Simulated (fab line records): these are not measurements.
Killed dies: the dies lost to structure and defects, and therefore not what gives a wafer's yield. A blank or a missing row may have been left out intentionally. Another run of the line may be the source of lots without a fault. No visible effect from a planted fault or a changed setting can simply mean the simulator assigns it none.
Matching of chambers | flow sfq line | SFQ_TRILAYER_A5B_DEP_PECVD_129 on pecvd-02: 3 sister chambers
The step deposits SiO2 from SiH4/N2O, time 133.33 s, target thk 600 nm. 6 wafers are shown with their chamber, then 9 later ones without.

WAFERS WITH THEIR CHAMBER
wafer  | chamber | showerhead vpp V (V) | throttle valve pct (%)
L708.5 | 1       | 832                  | 23.1
L712.1 | 0       | 809                  | 23.8
L712.5 | 0       | 817                  | 23.9
L714.4 | 1       | 830                  | 23.2
L714.5 | 2       | 915                  | 24.6
L715.2 | 2       | 892                  | 25.0

WAFERS MISSING THEIR CHAMBER
wafer  | showerhead vpp V (V) | throttle valve pct (%)
L715.3 | 827                  | 25.6
L715.6 | 845                  | 23.7
L718.3 | 898                  | 25.2
L718.4 | 837                  | 23.9
L718.6 | 901                  | 25.2
L721.1 | 905                  | 25.3
L721.2 | 825                  | 23.8
L724.1 | 833                  | 24.1
L724.2 | 902                  | 25.0

EACH ONE'S CHAMBER
wafer  | from the rows above     | in truth
L715.3 | can't be placed: 2 or 0 | 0
L715.6 | can't be placed: 0 or 1 | 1
L718.3 | 2                       | 2
L718.4 | can't be placed: 0 or 1 | 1
L718.6 | 2                       | 2
L721.1 | 2                       | 2
L721.2 | 0                       | 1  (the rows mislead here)
L724.1 | 0                       | 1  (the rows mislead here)
L724.2 | 2                       | 2
4 of 9 placed correctly. Can't be placed from these rows: 3 (the true chamber is among the candidates in 3). Placed wrongly: 2.
How it was worked out, from the rows above alone: a wafer's distance from a chamber is the root of the sum, over the readings, of the square of ((its reading less the chamber's mean) divided by the reading's scatter). The wafer belongs to the nearest chamber; if the next one is less than 2 further off, it can't be placed. Each chamber's mean is taken over the wafers shown for it. How the scatter is found: for the shown wafers, subtract from each reading the mean of its chamber, square and add these, divide the total by (wafers less chambers), then take the root.
